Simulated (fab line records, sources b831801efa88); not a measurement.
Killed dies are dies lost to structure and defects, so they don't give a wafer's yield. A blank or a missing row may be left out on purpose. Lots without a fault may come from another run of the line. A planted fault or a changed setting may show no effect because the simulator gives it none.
fab line records | flow sfq_line
record lots=6 wafers=18 last_day=78
route steps=325 shown M0@32 I0@43 M1@58 I1@73 M8@325
lots that met no fault: from a run of the same line without faults
start_h: hours from the record's first day to the start of the lot's first wafer shown | wait_h: hours since the lot's step before | " the same as in the row above | L1.1+2: a row that stands for several wafers | - no value, or no start given | * or withheld: withheld | < > ~ a bound
route shown NAME@n: a module of which the file shows steps, and the number in the route of the first | usual: mean/standard deviation of fault-free wafers | same: alike in all rows | chamber/n: place in a boat | sites: the reading at each site | _std_site: their standard deviation | _edge_site: outer sites' mean less inner sites' | radius_mm: how far each site lies from the wafer's centre | mask NAME#n: copy n | behind: the tool/chamber that last shaped the wafer | hold: why the lot was held/for how many hours/how that ended | device: the transistor (n, p or np) that didn't switch | end of line: the same wafers' tests at the end of the route | a step without rows: its recipe alone | killed: dies lost to structure and defects at the first sort, not the wafer's yield | map: a wafer's dies, x killed, . not, _ none there
set.NAME: the setting as run; set.NAME@STEP: as run at that earlier step | model.NAME: the simulator's own value behind a step, which no gauge read
lots at some steps of the route; a table a step, a row a wafer
services: from which hour (start_h, from the record's first day; less than 0 if before it) a tool's chamber was out of use, for how many hours, and why
## steps
# step SFQ_TRILAYER_M0_LITHO_COAT_026
# recipe resist=BARC spin_rpm=3000 resist_thk_nm=62
# step SFQ_TRILAYER_M0_LITHO_COAT_021
# recipe resist=KrF spin_rpm=3000 resist_thk_nm=600
# step SFQ_TRILAYER_M0_LITHO_SOFTBAKE_025
# recipe temp_c=withheld time_s=withheld resist=KrF
# step SFQ_TRILAYER_M0_LITHO_EXPOSE_022
# recipe mask_id=M0 na=0.6 source_shape=conventional sigma_outer=0.65 target_cd_nm=500 dose_mj=14.4
# step SFQ_TRILAYER_M0_LITHO_PEB_024
# recipe peb_temp_c=115 peb_time_s=60 resist=KrF
# step SFQ_TRILAYER_M0_LITHO_DEVELOP_023
# recipe time_s=60 resist=KrF
# step SFQ_M0_OVL_MEAS_906
# usual M0_OVL=2/6.7
# columns lot.wafer tool chamber start_h wait_h M0_OVL[nm]
L695.1 overlay-01 - 179.38 0.1 19
L695.4 " - " " 19
L695.5 " - " " 12
L697.4 overlay-02 - 194.89 0.1 5
L697.5 " - " " -4
L697.6 " - " " 4
L699.2 overlay-02 - 211.68 0.1 4
L699.4 " - " " 1
L699.5 " - " " -2
L700.2 overlay-02 - 216.28 0.1 10
L700.3 " - " " 0
L700.6 " - " " 9
L712.3 overlay-02 - 296.24 0.1 -5
L712.5 " - " " -4
L712.6 " - " " -1
L716.1 overlay-01 - 317.92 0.1 8
L716.2 " - " " 5
L716.5 " - " " 14
# step SFQ_TRILAYER_M0_BARC_OPEN_METAL_ETCH_031
# recipe mask_material=PR chemistry=O2 target_depth_nm=125 target=BARC icp_w=600 bias_w=80 pressure_mtorr=10 time_s=41.7
# usual drypump_motor_current_A=5.93/0.28 oes_product_au=0.685/0.0047
# columns lot.wafer tool chamber start_h wait_h drypump_motor_current_A oes_product_au rf_hours_counter_h
L695.1 rie_metal-04 0 179.42 0.0 5.84 0.683 19
L695.4 " 1 " " 6.09 0.684 -
L695.5 " 1 " " 6.08 0.681 -
L697.4 rie_metal-02 0 194.93 0.0 5.57 0.685 -
L697.5 " 1 " " 5.75 0.689 -
L697.6 " 0 " " 5.58 0.697 -
L699.2 rie_metal-02 1 211.71 0.0 5.77 0.674 23
L699.4 " 1 " " 5.74 0.681 -
L699.5 " 1 " " 5.73 0.684 -
L700.2 rie_metal-01 1 216.31 0.0 6.33 0.689 8
L700.3 " 1 " " 6.32 0.690 -
L700.6 " 1 " " 6.30 0.684 -
L712.3 rie_metal-01 1 296.28 0.0 6.36 0.686 -
L712.5 " 0 " " 6.21 0.688 -
L712.6 " 1 " " 6.35 0.690 -
L716.1 rie_metal-02 1 317.96 0.0 5.77 0.693 44
L716.2 " 0 " " 5.56 0.681 137
L716.5 " 0 " " 5.57 0.691 -
# step SFQ_TRILAYER_M0_ETCH_METAL_ETCH_024
# recipe target=Nb stop_on=SiO2 mask_material=PR chemistry=Cl2/Ar target_depth_nm=240 icp_w=600 bias_w=80 pressure_mtorr=10 time_s=120
# step SFQ_TRILAYER_M0_STRIP_STRIP_025
# recipe gas=O2 power_w=200 platen_temp_c=40 overash_fraction=0.65 chemistry=O2 pressure_mtorr=50
# step SFQ_TRILAYER_M0_STRIP_SOLV_CLEAN_026
# recipe chemistry=NMP temp_c=70 time_s=600
# step SFQ_TRILAYER_I0_DEP_PECVD_027
# recipe material=SiO2 temp_c=150 time_s=111.11 pressure_torr=2.4 rf_w=183.3 precursor=SiH4/N2O target_thk_nm=500
# usual heater_power_w=77/14 throttle_valve_pct=25.0/1.7
# columns lot.wafer tool chamber start_h wait_h heater_power_w throttle_valve_pct
L695.1 pecvd-02 1 180.38 0.0 71 28.3
L695.4 " 1 " " 60 28.8
L695.5 " 0 " " 49 26.5
L697.4 pecvd-04 1 195.91 0.0 63 23.8
L697.5 " 2 " " 91 24.9
L697.6 " 0 " " 85 25.8
L699.2 pecvd-04 2 212.67 0.0 91 25.1
L699.4 " 1 " " 78 23.7
L699.5 " 0 " " 73 26.1
L700.2 pecvd-03 1 217.27 0.0 96 27.0
L700.3 " 0 " " 82 23.3
L700.6 " 1 " " 99 27.0
L712.3 pecvd-04 2 297.22 0.0 91 25.2
L712.5 " 2 " " 93 25.1
L712.6 " 1 " " 77 24.2
L716.1 pecvd-03 1 318.92 0.0 94 26.8
L716.2 " 2 " " 71 28.5
L716.5 " 0 " " 81 23.2
# step SFQ_TRILAYER_I0_CMP_CMP_028
# recipe material=SiO2 down_force_psi=3 platen_rpm=60 pad_velocity_m_s=0.94248
# usual motor_current_A=10.7/1 retaining_ring_pressure_frac=1.000/0.0047 time_to_endpoint_s=211/8.2
# columns lot.wafer tool chamber start_h wait_h motor_current_A retaining_ring_pressure_frac time_to_endpoint_s model.SiO2_of_TRILAYER_I0_DEP_PECVD_027.thk_nm
L695.1 cmp-02 2 187.94 7.5 9.7 0.992 218 199.4
L695.4 " 3 " " 10.3 0.996 202 198.9
L695.5 " 2 189.94 9.5 9.5 0.996 216 201
L697.4 cmp-01 3 204.54 8.6 11.2 0.997 221 200.1
L697.6 " 1 205.54 9.6 12.8 1.002 217 200.6
L697.5 " 2 " " 11.5 1.000 217 198.3
L699.2 cmp-01 3 221.54 8.8 10.2 1.000 207 199.4
L699.4 " 2 223.04 10.3 11.0 1.000 198 197.7
L699.5 " 3 " " 10.6 1.002 173 250.1
L700.2 cmp-01 2 224.54 7.2 11.3 1.000 201 198.5
L700.3 " 3 " " 11.1 0.995 172 250.4
L700.6 " 2 226.54 9.2 10.5 1.007 206 199.5
L712.3 cmp-01 1 297.54 0.3 12.6 1.008 225 201.6
L712.6 " 1 299.54 2.2 12.6 1.008 219 201.6
L712.5 " 2 " " 11.5 1.003 213 199.2
L716.1 cmp-02 1 320.97 2.0 9.1 0.998 210 200.2
L716.2 " 2 " " 9.8 1.006 216 199.6
L716.5 " 0 322.47 3.5 9.4 1.002 209 200.4
# step SFQ_I0_BOW_MEAS_907
# recipe mode=bow
# usual I0_BOW=1/6.7
# columns lot.wafer tool chamber start_h wait_h I0_BOW[um]
L695.1 film_metro-04 - 190.44 2.0 8
L695.4 " - " " 5
L695.5 " - " " 1
L697.4 film_metro-03 - 206.60 1.6 11
L697.5 " - " " 15
L697.6 " - " " 4
L699.2 film_metro-04 - 224.56 2.5 -2
L699.4 " - " " 10
L699.5 " - " " 9
L700.2 film_metro-01 - 227.56 2.5 8
L700.3 " - " " 2
L700.6 " - " " 1
L712.3 film_metro-04 - 300.58 2.5 -6
L712.5 " - " " -6
L712.6 " - " " -3
L716.1 film_metro-04 - 322.97 1.5 -10
L716.2 " - " " 2
L716.5 " - " " 3
# step SFQ_TRILAYER_I0_METRO_MEASURE_029
# usual thk_nm=199.5/1.4
# columns lot.wafer tool chamber start_h wait_h thk_nm
L695.1 film_metro-04 - 190.56 0.1 199.4
L695.4 " - " " 199.1
L695.5 " - " " 201.0
L697.4 film_metro-03 - 207.26 0.6 200.2
L697.5 " - " " 198.3
L697.6 " - " " 200.6
L699.2 film_metro-04 - 224.86 0.3 199.4
L699.4 " - " " 197.6
L699.5 " - " " 250.2
L700.2 film_metro-01 - 227.86 0.3 198.5
L700.3 " - " " 250.5
L700.6 " - " " 199.6
L712.3 film_metro-04 - 301.06 0.5 201.6
L712.5 " - " " 199.0
L712.6 " - " " 201.7
L716.1 film_metro-04 - 323.09 0.1 200.2
L716.2 " - " " 199.7
L716.5 " - " " 200.5
# step SFQ_TRILAYER_I0_VIA_LITHO_COAT_036
# recipe resist=BARC spin_rpm=3000 resist_thk_nm=62
# step SFQ_TRILAYER_I0_VIA_LITHO_COAT_031
# recipe resist=KrF spin_rpm=3000 resist_thk_nm=650
# step SFQ_TRILAYER_I0_VIA_LITHO_SOFTBAKE_035
# recipe temp_c=withheld time_s=withheld resist=KrF
# step SFQ_TRILAYER_I0_VIA_LITHO_EXPOSE_032
# recipe mask_id=I0 na=0.6 source_shape=conventional sigma_outer=0.65 target_cd_nm=500 dose_mj=21.3
# step SFQ_TRILAYER_I0_VIA_LITHO_PEB_034
# recipe peb_temp_c=115 peb_time_s=60 resist=KrF
# step SFQ_TRILAYER_I0_VIA_LITHO_DEVELOP_033
# recipe time_s=60 resist=KrF
# step SFQ_I0_OVL_MEAS_908
# usual I0_OVL=2/5.5
# columns lot.wafer tool chamber start_h wait_h I0_OVL[nm]
L695.1 overlay-01 - 231.50 0.1 -1
L695.4 " - " " 7
L695.5 " - " " -3
L697.4 overlay-01 - 247.12 0.1 -1
L697.5 " - " " 1
L697.6 " - " " -5
L699.2 overlay-02 - 283.33 0.1 -4
L699.4 " - " " -9
L699.5 " - " " 7
L700.2 overlay-01 - 285.49 0.1 11
L700.3 " - " " 9
L700.6 " - " " 8
L712.3 overlay-02 - 364.59 0.1 -5
L712.5 " - " " -4
L712.6 " - " " 2
L716.1 overlay-02 - 391.73 0.1 -2
L716.2 " - " " 2
L716.5 " - " " -5
# step SFQ_TRILAYER_I0_VIA_BARC_OPEN_VIA_ETCH_046
# recipe mask_material=PR chemistry=O2 target_depth_nm=125 target=BARC source_w=500 bias_w=80 pressure_mtorr=30 time_s=41.7
# step SFQ_TRILAYER_I0_VIA_ETCH_VIA_ETCH_034
# recipe target=SiO2 stop_on=Nb mask_material=PR taper_deg=20 chemistry=CHF3 target_depth_nm=260 source_w=500 bias_w=80 pressure_mtorr=30 time_s=withheld
# usual drypump_motor_current_A=5.9/0.54 oes_product_au=0.853/0.0057
# columns lot.wafer tool chamber start_h wait_h drypump_motor_current_A oes_product_au model.I0.feature_depth_nm model.etch.depth_nm
L695.1 rie_diel-03 3 231.57 0.0 4.9 0.855 199.4 199.4
L695.4 " 2 " " 6.3 0.851 198.9 198.9
L695.5 " 1 " " 6.4 0.857 201 201
L697.4 rie_diel-03 2 247.17 0.0 6.3 0.850 200.1 200.1
L697.5 " 3 " " 4.9 0.853 198.3 198.3
L697.6 " 2 " " 6.3 0.867 200.6 200.6
L699.2 rie_diel-01 3 283.40 0.0 5.9 0.855 199.4 199.4
L699.4 " 1 " " 6.0 0.841 197.7 197.7
L699.5 " 1 " " 5.9 0.976 250.1 250.1
L700.2 rie_diel-04 3 285.56 0.0 5.7 0.851 198.5 198.5
L700.3 " 2 " " 6.7 0.977 250.4 250.4
L700.6 " 3 " " 5.7 0.855 199.5 199.5
L712.3 rie_diel-03 1 364.66 0.0 6.4 0.862 201.6 201.6
L712.5 " 0 " " 6.3 0.856 199.2 199.2
L712.6 " 3 " " 4.9 0.858 201.6 201.6
L716.1 rie_diel-03 2 391.81 0.0 6.3 0.853 200.2 200.2
L716.2 " 3 " " 4.9 0.847 199.6 199.6
L716.5 " 0 " " 6.2 0.853 200.4 200.4
# step SFQ_TRILAYER_I0_VIA_STRIP_STRIP_035
# recipe gas=O2 power_w=200 platen_temp_c=40 overash_fraction=0.65 chemistry=O2 pressure_mtorr=50
# usual drypump_motor_current_A=6.0/0.31 oes_product_au=0.995/0.011
# columns lot.wafer tool chamber start_h wait_h drypump_motor_current_A oes_product_au rf_hours_counter_h
L695.1 rie_metal-03 0 231.69 - 5.9 0.999 28
L695.4 " 1 " " 6.6 0.986 -
L695.5 " 1 " " 6.6 0.980 -
L697.4 rie_metal-02 1 247.49 - 5.8 1.012 -
L697.5 " 0 " " 5.5 0.988 -
L697.6 " 1 " " 5.8 1.013 -
L699.2 rie_metal-03 0 283.71 - 5.9 0.983 -
L699.4 " 0 " " 5.9 0.987 -
L699.5 " 0 " " 5.9 0.989 -
L700.2 rie_metal-03 0 285.87 - 5.9 0.998 -
L700.3 " 0 " " 5.9 0.989 -
L700.6 " 0 " " 5.9 1.002 -
L712.3 rie_metal-04 0 364.97 - 5.8 0.988 -
L712.5 " 1 " " 6.1 1.009 -
L712.6 " 0 " " 5.8 0.991 -
L716.1 rie_metal-04 1 391.92 - 6.1 1.007 87
L716.2 " 0 " " 5.8 0.994 53
L716.5 " 0 " " 5.8 0.990 -
# step SFQ_TRILAYER_I0_VIA_STRIP_SOLV_CLEAN_036
# recipe chemistry=NMP temp_c=70 time_s=600
# step SFQ_TRILAYER_M1_DEP_PRE_CLEAN_038
# recipe gas=Ar time_s=22.5 bias_v=250
# columns lot.wafer tool chamber start_h wait_h model.SiO2_of_TRILAYER_I0_DEP_PECVD_027.thk_nm
L695.1 pvd_sputter-03 - 232.46 0.0 191.9
L695.4 " - " " 191.4
L695.5 " - " " 193.5
L697.4 pvd_sputter-05 - 248.06 0.0 192.6
L697.5 " - " " 190.8
L697.6 " - " " 193.1
L699.2 pvd_sputter-05 - 284.89 0.0 191.9
L699.4 " - " " 190.2
L699.5 " - " " 242.6
L700.2 pvd_sputter-03 - 287.04 0.0 191
L700.3 " - " " 242.9
L700.6 " - " " 192
L712.3+6 pvd_sputter-03 - 365.54 0.0 194.1
L712.5 " - " " 191.7
L716.1 pvd_sputter-03 - 392.69 0.0 192.6
L716.2 " - " " 192.1
L716.5 " - " " 192.9
# step SFQ_TRILAYER_M1_DEP_SPUTTER_037
# recipe material=Nb base_pressure_pa=1.33e-06 chamber_pressure_pa=0.1333 substrate_temp_c=20 resputter_cathode_voltage_v=400 target_thk_nm=200 power_w=2000 time_s=133.3
# step SFQ_M1_RS_MEAS_909
# recipe thk_meas_gauge=four-point-probe reads=Nb_of_TRILAYER_M1_DEP_SPUTTER_037
# usual M1_NB_RS=0.900/0.017
# columns lot.wafer tool chamber start_h wait_h M1_NB_RS[ohm/sq]
L695.1 film_metro-03 - 232.58 0.0 0.912
L695.4 " - " " 0.897
L695.5 " - " " 0.893
L697.4 film_metro-03 - 248.24 0.1 0.891
L697.5 " - " " 0.881
L697.6 " - " " 0.899
L699.2 film_metro-04 - 285.03 0.1 0.879
L699.4 " - " " 0.883
L699.5 " - " " 0.877
L700.2 film_metro-02 - 287.18 0.1 0.894
L700.3 " - " " 0.889
L700.6 " - " " 0.911
L712.3 film_metro-02 - 365.70 0.1 0.886
L712.5 " - " " 0.884
L712.6 " - " " 0.890
L716.1 film_metro-02 - 392.85 0.1 0.877
L716.2 " - " " 0.875
L716.5 " - " " 0.872
# step SFQ_TRILAYER_M1_LITHO_COAT_044
# recipe resist=BARC spin_rpm=3000 resist_thk_nm=62
# step SFQ_TRILAYER_M1_LITHO_COAT_039
# recipe resist=KrF spin_rpm=3000 resist_thk_nm=600
# step SFQ_TRILAYER_M1_LITHO_SOFTBAKE_043
# recipe temp_c=withheld time_s=withheld resist=KrF
# step SFQ_TRILAYER_M1_LITHO_EXPOSE_040
# recipe mask_id=M1 na=0.6 source_shape=conventional sigma_outer=0.65 target_cd_nm=500 dose_mj=14.4
# step SFQ_TRILAYER_M1_LITHO_PEB_042
# recipe peb_temp_c=115 peb_time_s=60 resist=KrF
# step SFQ_TRILAYER_M1_LITHO_DEVELOP_041
# recipe time_s=60 resist=KrF
# step SFQ_M1_OVL_MEAS_911
# usual M1_OVL=0/5.6
# columns lot.wafer tool chamber start_h wait_h M1_OVL[nm]
L695.1 overlay-02 - 290.28 0.1 0
L695.4 " - " " -9
L695.5 " - " " 4
L697.4 overlay-01 - 308.30 0.1 4
L697.5 " - " " -9
L697.6 " - " " -4
L699.2 overlay-01 - 344.19 0.1 4
L699.4 " - " " -1
L699.5 " - " " -5
L700.2 overlay-01 - 346.59 0.1 6
L700.3 " - " " 7
L700.6 " - " " 3
L712.3 overlay-01 - 437.34 0.1 4
L712.5 " - " " 2
L712.6 " - " " 6
L716.1 overlay-02 - 464.93 0.1 6
L716.2 " - " " 5
L716.5 " - " " 6
# step SFQ_TRILAYER_M1_BARC_OPEN_METAL_ETCH_054
# recipe mask_material=PR chemistry=O2 target_depth_nm=125 target=BARC icp_w=600 bias_w=80 pressure_mtorr=10 time_s=41.7
# usual drypump_motor_current_A=6.17/0.28 oes_product_au=0.685/0.004
# columns lot.wafer tool chamber start_h wait_h drypump_motor_current_A oes_product_au rf_hours_counter_h
L695.1 rie_metal-01 0 290.32 0.0 6.23 0.679 43
L695.4 " 0 " " 6.22 0.680 -
L695.5 " 1 " " 6.35 0.677 -
L697.4 rie_metal-01 0 308.34 0.0 6.21 0.688 -
L697.5 " 1 " " 6.32 0.685 -
L697.6 " 0 " " 6.17 0.685 -
L699.2 rie_metal-03 0 344.22 0.0 5.92 0.684 50
L699.4 " 0 " " 5.91 0.684 -
L699.5 " 0 " " 5.93 0.684 -
L700.2 rie_metal-03 1 346.62 0.0 6.58 0.683 9
L700.3 " 0 " " 5.90 0.683 -
L700.6 " 1 " " 6.59 0.688 -
L712.3 rie_metal-04 1 437.39 0.0 6.08 0.676 -
L712.5 " 1 " " 6.06 0.682 -
L712.6 " 0 " " 5.83 0.686 -
L716.1 rie_metal-03 0 464.97 0.0 5.92 0.686 71
L716.2 " 1 " " 6.61 0.687 30
L716.5 " 1 " " 6.60 0.691 -
# step SFQ_TRILAYER_M1_ETCH_METAL_ETCH_042
# recipe target=Nb stop_on=SiO2 mask_material=PR chemistry=Cl2/Ar target_depth_nm=240 icp_w=600 bias_w=80 pressure_mtorr=10 time_s=120
# usual drypump_motor_current_A=6.17/0.28 oes_product_au=0.889/0.01
# columns lot.wafer tool chamber start_h wait_h drypump_motor_current_A oes_product_au rf_hours_counter_h
L695.1 rie_metal-01 0 290.38 0.0 6.22 0.878 43
L695.4 " 0 " " 6.17 0.890 -
L695.5 " 1 " " 6.35 0.889 -
L697.4 rie_metal-01 0 308.42 0.1 6.20 0.896 -
L697.5 " 0 " " 6.20 0.896 -
L697.6 " 0 " " 6.22 0.894 -
L699.2 rie_metal-03 0 344.28 0.0 5.88 0.903 50
L699.4 " 0 " " 5.87 0.890 -
L699.5 " 0 " " 5.89 0.899 -
L700.2 rie_metal-03 1 346.68 0.0 6.61 0.889 9
L700.3 " 0 " " 5.95 0.896 -
L700.6 " 1 " " 6.61 0.889 -
L712.3 rie_metal-04 1 437.47 0.1 6.08 0.890 -
L712.5 " 1 " " 6.08 0.900 -
L712.6 " 0 " " 5.85 0.888 -
L716.1 rie_metal-03 0 465.03 0.0 5.90 0.900 71
L716.2 " 1 " " 6.58 0.899 30
L716.5 " 1 " " 6.59 0.906 -
# step SFQ_TRILAYER_M1_STRIP_STRIP_043
# recipe gas=O2 power_w=200 platen_temp_c=40 overash_fraction=0.65 chemistry=O2 pressure_mtorr=50
# step SFQ_TRILAYER_M1_STRIP_SOLV_CLEAN_044
# recipe chemistry=NMP temp_c=70 time_s=600
# step SFQ_TRILAYER_I1_DEP_PECVD_045
# recipe material=SiO2 temp_c=150 time_s=111.11 pressure_torr=2.4 rf_w=183.3 precursor=SiH4/N2O target_thk_nm=500
# step SFQ_M8_BOW_MEAS_951
# recipe mode=bow
# usual M8_BOW=10/12
# columns lot.wafer tool chamber start_h wait_h M8_BOW[um] model.etest.i0.link_ohm
L695.1 film_metro-03 - 1618.50 0.0 17 1.959
L695.4 " - " " 16 1.97
L695.5 " - " " 10 1.959
L697.4 film_metro-01 - 1631.58 0.1 29 1.976
L697.5 " - " " 31 1.935
L697.6 " - " " 21 1.98
L699.2 film_metro-01 - 1643.54 0.0 10 1.96
L699.4 " - " " 23 1.947
L699.5 " - " " 22 1.97
L700.2 film_metro-04 - 1659.10 0.0 26 1.957
L700.3 " - " " 20 1.998
L700.6 " - " " 20 1.984
L712.3 film_metro-04 - 1855.30 0.0 -5 1.955
L712.5 " - " " -6 1.96
L712.6 " - " " -3 1.96
L716.1 film_metro-03 - 1867.39 0.0 2 1.938
L716.2 " - " " 14 1.931
L716.5 " - " " 13 1.961
## services
# columns tool chamber start_h hours kind
rie_diel-03 2 156.35 3.6 repair
cmp-01 - 176.22 8.9 pm
rie_metal-04 - 183.36 0.2 repair
film_metro-04 - 184.68 0.6 pm
cmp-01 - 184.74 6.8 repair
film_metro-04 - 216.73 3.3 repair
pvd_sputter-03 - 216.75 15.1 repair
rie_metal-04 - 225.93 14.6 pm
cmp-01 - 235.18 0.5 repair
cmp-01 - 236.54 4.0 pm
rie_metal-04 - 250.74 4.3 pm
rie_metal-04 - 257.96 6.2 repair
film_metro-04 - 262.41 0.5 pm
cmp-01 - 269.24 0.3 repair
cmp-01 - 305.64 0.8 repair
rie_metal-04 - 311.05 6.7 repair
film_metro-04 - 313.86 0.6 pm
film_metro-04 - 320.77 2.0 pm
cmp-01 - 330.94 10.2 pm
rie_metal-03 - 355.80 14.6 pm
rie_metal-01 1 359.49 5.3 repair
rie_metal-02 - 384.48 4.3 pm
cmp-01 - 392.29 2.0 repair
cmp-01 - 411.16 1.0 repair
## key
first_sign step=SFQ_TRILAYER_I0_CMP_CMP_028 reading=time_to_endpoint_s direction=down sigmas=4.7 usual=* struck=*
effect step=SFQ_TRILAYER_I0_METRO_MEASURE_029 reading=thk_nm direction=up sigmas=37 usual=199.5 struck=250.3
effect step=SFQ_TRILAYER_I0_VIA_ETCH_VIA_ETCH_034 reading=oes_product_au direction=up sigmas=22 usual=0.853 struck=0.976
model_effect step=SFQ_TRILAYER_I0_CMP_CMP_028 value=SiO2_of_TRILAYER_I0_DEP_PECVD_027.thk_nm without=200.3 struck=250.3
model_effect step=SFQ_TRILAYER_I0_VIA_ETCH_VIA_ETCH_034 value=I0.feature_depth_nm without=200.3 struck=250.3
model_effect step=SFQ_TRILAYER_M1_DEP_PRE_CLEAN_038 value=SiO2_of_TRILAYER_I0_DEP_PECVD_027.thk_nm without=192.8 struck=242.8
model_effect step=SFQ_M8_BOW_MEAS_951 value=etest.i0.link_ohm without=1.938 struck=1.984
met_at SFQ_TRILAYER_I0_CMP_CMP_028
struck_wafers L699.5,L700.3
onset_between 204.54 221.54
fault kind=process_parameter_drift tool=cmp-01 chamber=- onset_h=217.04 steps=SFQ_TRILAYER_I0_CMP_CMP_028 channel=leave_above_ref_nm offset=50 shape=step end_h=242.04 scope=struck_wafers_only acts_in=these_recipes_only stated=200
